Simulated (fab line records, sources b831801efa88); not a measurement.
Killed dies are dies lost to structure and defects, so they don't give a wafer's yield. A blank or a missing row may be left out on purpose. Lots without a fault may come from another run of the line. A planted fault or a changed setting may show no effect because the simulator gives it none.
fab line records | flow sky130 | part 2 of 2: steps 43 to 43 of 43
record lots=6 wafers=18 last_day=50
route steps=708 shown METAL4@622 VIA4@639 METAL5@661 PAD_OPEN@708
lots that met no fault: from a run of the same line without faults
start_h: hours from the record's first day to the start of the lot's first wafer shown | wait_h: hours since the lot's step before | " the same as in the row above | L1.1+2: a row that stands for several wafers | - no value, or no start given | * or withheld: withheld | < > ~ a bound
route shown NAME@n: a module of which the file shows steps, and the number in the route of the first | usual: mean/standard deviation of fault-free wafers | same: alike in all rows | chamber/n: place in a boat | sites: the reading at each site | _std_site: their standard deviation | _edge_site: outer sites' mean less inner sites' | radius_mm: how far each site lies from the wafer's centre | mask NAME#n: copy n | behind: the tool/chamber that last shaped the wafer | hold: why the lot was held/for how many hours/how that ended | device: the transistor (n, p or np) that didn't switch | end of line: the same wafers' tests at the end of the route | a step without rows: its recipe alone | killed: dies lost to structure and defects at the first sort, not the wafer's yield | map: a wafer's dies, x killed, . not, _ none there
set.NAME: the setting as run; set.NAME@STEP: as run at that earlier step | model.NAME: the simulator's own value behind a step, which no gauge read
lots at some steps of the route; a table a step, a row a wafer
services: from which hour (start_h, from the record's first day; less than 0 if before it) a tool's chamber was out of use, for how many hours, and why
## steps
# step SKY_PAD_OPEN_PROBE_99
# usual defect_limited_yield=82.2/1.9 killed_at_M0_to_M3=43/6.3 killed_at_M4_up=3.3/1.7 killed_at_contacts=24/5.4 killed_at_front_end=16/4.6 killed_at_other=0.4/0.7 killed_dies=87/9.4 killed_open=47/6.9 killed_short=39/6.1 sort_bin_3_pad_short=0.9/0.45 sort_bin_5_function=10.6/1.5 sort_bin_6_memory=6.3/1.2 sort_n_pass=405/9.4 sort_yield_pct=82.2/1.9
# same gross_dies=492 killed_at_back_side=0 sort_bin_4_leakage[%]=0 sort_bin_8_speed[%]=0
# columns lot.wafer tool chamber start_h wait_h hold defect_limited_yield[%] killed_at_M0_to_M3 killed_at_M4_up killed_at_contacts killed_at_front_end killed_at_other killed_dies killed_open killed_short sort_bin_3_pad_short[%] sort_bin_5_function[%] sort_bin_6_memory[%] sort_n_pass sort_yield_pct[%] model.etest.tester.sort_n_pass model.etest.tester.sort_yield_pct model.etest.tester.sort_bin_5_pct model.etest.tester.sort_bin_3_pct
L210.2 prober-02 - 1086.25 0.1 - 80.7 51 2 27 14 1 95 53 41 1.2 11.2 6.9 397 80.7 397 80.69 11.18 1.22
L210.3 prober-02 - 1086.30 0.2 - 83.3 42 2 25 12 1 82 50 32 0.2 12.0 4.5 410 83.3 410 83.33 11.99 0.2033
L210.4 prober-02 - 1086.35 0.2 - 80.9 51 2 23 18 0 94 51 43 0.4 11.4 7.3 398 80.9 398 80.89 11.38 0.4065
L213.2 prober-01 - 1102.84 0.1 - 80.7 44 2 28 21 0 95 63 32 0.4 13.0 5.9 397 80.7 397 80.69 13.01 0.4065
L213.5 prober-01 - 1102.99 0.2 - 82.1 37 2 31 18 0 88 45 43 1.6 10.4 5.9 404 82.1 404 82.11 10.37 1.626
L213.6 prober-01 - 1103.04 0.2 - 80.7 42 4 27 20 2 95 49 46 1.4 10.4 7.5 397 80.7 397 80.69 10.37 1.423
L218.1 prober-02 - 1134.61 0.1 - 86.2 32 3 16 17 0 68 32 36 0.6 7.5 5.7 424 86.2 424 86.18 7.52 0.6098
L218.2 prober-02 - 1134.66 0.1 - 84.3 43 2 24 7 1 77 50 27 0.6 8.3 6.7 415 84.3 415 84.35 8.333 0.6098
L218.5 prober-02 - 1134.81 0.2 - 81.5 44 3 30 13 1 91 42 49 1.4 11.6 5.5 401 81.5 401 81.5 11.59 1.423
L222.2 prober-02 - 1156.90 0.1 - 81.7 43 4 26 16 1 90 40 46 1.2 11.8 5.3 402 81.7 402 81.71 11.79 1.22
L222.4 prober-02 - 1157.00 0.2 - 80.1 40 4 36 18 0 98 56 41 1.6 10.6 7.7 394 80.1 394 80.08 10.57 1.626
L222.5 prober-02 - 1157.05 0.2 - 80.9 45 4 32 13 0 94 56 36 0.2 10.2 8.7 398 80.9 398 80.89 10.16 0.2033
L227.2 prober-01 - 1176.37 0.1 await_dispo/2.7h/release 74.6 34 57 23 11 0 125 47 25 3.0 16.5 5.9 367 74.6 367 74.59 16.46 3.049
L227.4 prober-01 - 1176.47 0.2 await_dispo/2.7h/release 73.4 44 53 23 11 0 131 53 29 3.7 16.5 6.5 361 73.4 361 73.37 16.46 3.659
L227.6 prober-01 - 1176.57 0.2 await_dispo/2.7h/release 74.0 36 55 23 14 0 128 42 33 4.5 17.1 4.5 364 74.0 364 73.98 17.07 4.472
L232.2 prober-01 - 1204.03 0.1 await_dispo/2.4h/release 80.9 49 21 18 6 0 94 43 32 2.4 10.2 6.5 398 80.9 398 80.89 10.16 2.439
L232.4 prober-01 - 1204.13 0.2 await_dispo/2.4h/release 73.4 28 57 25 21 0 131 31 45 4.3 16.7 5.7 361 73.4 361 73.37 16.67 4.268
L232.6 prober-01 - 1204.23 0.2 await_dispo/2.4h/release 72.2 36 65 24 12 0 137 40 36 5.3 15.0 7.5 355 72.2 355 72.15 15.04 5.285
# killed by level:class
L210.2 CONTACT:geometric_particle:open=10 METAL1:geometric_particle:short=9 VIA1:geometric_particle:open=9 LI_CONTACT:geometric_particle:open=8 VIA3:geometric_particle:open=7 VIA2:geometric_particle:open=7 FIELD_ISO:geometric_particle:open=5 METAL2:geometric_particle:short=5
L210.3 CONTACT:geometric_particle:open=11 VIA3:geometric_particle:open=10 LI_CONTACT:geometric_particle:open=10 METAL1:geometric_particle:short=6 VIA1:geometric_particle:open=5 VIA2:geometric_particle:open=5 POLY_GATE:geometric_particle:open=4 METAL2:geometric_particle:short=4
L210.4 VIA1:geometric_particle:open=9 VIA3:geometric_particle:open=9 FIELD_ISO:geometric_particle:open=6 LI_CONTACT:geometric_particle:open=6 METAL1:geometric_particle:short=6 METAL2:geometric_particle:short=6 VIA3:geometric_particle:short=6 CONTACT:geometric_particle:short=5
L213.2 VIA1:geometric_particle:open=15 LI_CONTACT:geometric_particle:open=13 FIELD_ISO:geometric_particle:open=10 VIA1:geometric_particle:short=6 CONTACT:geometric_particle:open=6 VIA2:geometric_particle:open=6 FIELD_ISO:geometric_particle:short=5 VIA3:geometric_particle:open=5
L213.5 CONTACT:geometric_particle:open=14 METAL1:geometric_particle:short=9 LI_CONTACT:geometric_particle:open=6 LOCAL_INTERCONNECT:geometric_particle:short=5 SPACER:geometric_particle:open=4 METAL3:geometric_particle:short=4 VIA1:geometric_particle:open=4 METAL3:geometric_particle:open=4
L213.6 VIA1:geometric_particle:open=10 CONTACT:geometric_particle:open=9 CONTACT:geometric_particle:short=8 VIA2:geometric_particle:open=6 FIELD_ISO:geometric_particle:short=5 POLY_GATE:geometric_particle:open=5 POLY_GATE:geometric_particle:short=5 VIA3:geometric_particle:open=5
L218.1 VIA1:geometric_particle:open=7 METAL2:geometric_particle:short=6 CONTACT:geometric_particle:open=6 VIA2:geometric_particle:open=6 FIELD_ISO:geometric_particle:open=4 POLY_GATE:geometric_particle:short=4 LI_CONTACT:geometric_particle:open=3 CONTACT:geometric_particle:short=3
L218.2 VIA1:geometric_particle:open=11 LI_CONTACT:geometric_particle:open=9 VIA2:geometric_particle:open=9 CONTACT:geometric_particle:open=6 VIA3:geometric_particle:open=6 CONTACT:geometric_particle:short=4 METAL2:geometric_particle:short=4 LOCAL_INTERCONNECT:geometric_particle:short=3
L218.5 CONTACT:geometric_particle:open=11 VIA2:geometric_particle:open=9 METAL1:geometric_particle:short=8 CONTACT:geometric_particle:short=7 VIA1:geometric_particle:open=6 VIA3:geometric_particle:open=6 LI_CONTACT:geometric_particle:open=5 LI_CONTACT:geometric_particle:short=5
L222.2 CONTACT:geometric_particle:open=9 VIA1:geometric_particle:open=9 METAL1:geometric_particle:short=7 LI_CONTACT:geometric_particle:open=6 CONTACT:geometric_particle:short=5 VIA3:geometric_particle:open=5 VIA1:geometric_particle:short=5 METAL2:geometric_particle:short=5
L222.4 LI_CONTACT:geometric_particle:open=15 CONTACT:geometric_particle:open=10 VIA1:geometric_particle:open=10 CONTACT:geometric_particle:short=7 METAL1:geometric_particle:short=5 VIA1:geometric_particle:short=5 METAL3:geometric_particle:short=5 VIA3:geometric_particle:open=5
L222.5 CONTACT:geometric_particle:open=13 VIA3:geometric_particle:open=11 VIA1:geometric_particle:open=10 METAL2:geometric_particle:short=7 LI_CONTACT:geometric_particle:open=7 VIA2:geometric_particle:open=6 LOCAL_INTERCONNECT:geometric_particle:short=5 METAL3:geometric_particle:short=5
L227.2 METAL4:unspecified=53 VIA2:geometric_particle:open=10 VIA1:geometric_particle:open=9 CONTACT:geometric_particle:open=7 LI_CONTACT:geometric_particle:open=6 FIELD_ISO:geometric_particle:short=5 LOCAL_INTERCONNECT:geometric_particle:short=4 CONTACT:geometric_particle:short=4
L227.4 METAL4:unspecified=49 VIA3:geometric_particle:open=13 VIA1:geometric_particle:open=9 LI_CONTACT:geometric_particle:open=7 CONTACT:geometric_particle:open=7 VIA2:geometric_particle:short=6 VIA2:geometric_particle:open=6 FIELD_ISO:geometric_particle:open=4
L227.6 METAL4:unspecified=53 VIA1:geometric_particle:open=12 CONTACT:geometric_particle:open=9 CONTACT:geometric_particle:short=6 LI_CONTACT:geometric_particle:open=6 FIELD_ISO:geometric_particle:short=5 METAL1:geometric_particle:short=5 FIELD_ISO:geometric_particle:open=4
L232.2 METAL4:unspecified=19 VIA1:geometric_particle:open=10 CONTACT:geometric_particle:open=8 VIA3:geometric_particle:open=8 METAL1:geometric_particle:short=8 METAL2:geometric_particle:short=7 METAL2:geometric_particle:open=5 VIA2:geometric_particle:open=5
L232.4 METAL4:unspecified=55 VIA3:geometric_particle:open=8 FIELD_ISO:geometric_particle:open=7 FIELD_ISO:geometric_particle:short=6 LI_CONTACT:geometric_particle:open=6 LOCAL_INTERCONNECT:geometric_particle:short=6 CONTACT:geometric_particle:short=6 POLY_GATE:geometric_particle:short=5
L232.6 METAL4:unspecified=60 LI_CONTACT:geometric_particle:open=10 VIA3:geometric_particle:open=9 CONTACT:geometric_particle:open=6 METAL2:geometric_particle:short=5 VIA2:geometric_particle:open=5 CONTACT:geometric_particle:short=4 METAL1:geometric_particle:short=4
# map L227.4 (x killed, . not)
__________.........x_________
________.............._______
______x..x...x....x..x.._____
_____..x.x......x...x....____
____.....x....x.........x.___
___x..x..x..x.....x..x..x.x__
__........x..x...x.........x_
_...............x.xx..x......
_x.x.x.......x......x..x.....
_xxxxxxxx.......xxx.........x
_xxxxxxx.....x..x..x.....xx.x
_xxxxxxx...x.x...x...x.......
_xxxxxxxx.x...x...........x..
_xxxxxxx..............x.xx...
_xxxxxxxx.xx..x.......x...x..
__xxxx.....x...xx..x........_
___x.x....x.......x....x...__
____.x............x.......___
_____.....x...x.......x..____
______......x...x.xx...._____
________.............._______
__________xx.x....x._________
# map L232.6 (x killed, . not)
__________....x..x.._________
________..x........xx._______
______.x.......x..x....._____
_____.x......x.x........x____
____......x......x........___
___....x.......x.......x...__
__.......x..xx............xx_
_.xxx.x.....x..x.............
_.xxxx.x..x.xx....xx...xx....
_xxxxxxx.....x...............
_xxxxxxx....xx.....x......x..
_xxxxxxxxxx......x.x.......x.
_xxxxxxxx...........x........
_xxxxxxxx......x...x...x.....
_xxxxxxx.....................
__xxxxx..x...x...x.x.....x.._
___xxx.....x...x.x...xx....__
____..x.....x......x.x....___
_____.x..........x.......____
______..x...xx..x......._____
________x..x.xx...x.x._______
__________...xx..xx._________
## services
# columns tool chamber start_h hours kind
cmp-01 - 979.45 0.2 repair
cmp-01 - 980.92 1.7 repair
cmp-01 - 982.61 6.2 pm
rie_metal-03 - 990.32 4.3 pm
pvd_sputter-03 - 997.14 1.0 repair
rie_metal-01 0 1003.45 23.9 repair
pvd_sputter-01 - 1003.49 7.4 repair
pvd_sputter-01 - 1011.39 7.3 repair
rie_metal-01 - 1026.39 2.8 pm
pvd_sputter-02 - 1043.98 5.8 repair
plasma_asher-01 - 1054.37 3.6 repair
cmp-01 - 1069.86 2.9 pm
pvd_sputter-02 - 1073.47 2.4 repair
pvd_sputter-02 - 1079.52 3.3 repair
pvd_sputter-02 - 1083.30 1.7 repair
cmp-02 - 1084.00 4.0 pm
cmp-02 - 1088.00 - consumable_replace:conditioner
plasma_asher-01 - 1095.92 1.5 repair
rie_metal-01 - 1105.21 14.6 pm
cmp-01 - 1123.33 1.2 repair
rie_metal-01 - 1124.67 0.5 repair
cmp-01 - 1125.72 3.4 repair
cmp-01 - 1127.67 1.1 repair
cmp-02 - 1146.40 1.1 repair
## key
first_sign step=SKY_PAD_OPEN_PROBE_99 reading=killed_at_M4_up direction=up sigmas=28 usual=3.3 struck=51.3
effect step=SKY_PAD_OPEN_PROBE_99 reading=sort_bin_3_pad_short direction=up sigmas=6.7 usual=0.9 struck=3.9
model_effect step=SKY_PAD_OPEN_PROBE_99 value=etest.tester.sort_n_pass without=410.5 struck=367.7
met_at SKY_METAL4_METAL_ETCH_18
struck_wafers L227.2,L227.4,L227.6,L232.2,L232.4,L232.6
onset_between 1072.04 1096.77
also_fits time
fault kind=chamber_particle_source tool=rie_metal-01 chamber=- onset_h=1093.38 steps=SKY_METAL4_METAL_ETCH_18 rate_per_visit_cm2=1.5366 end_h=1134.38
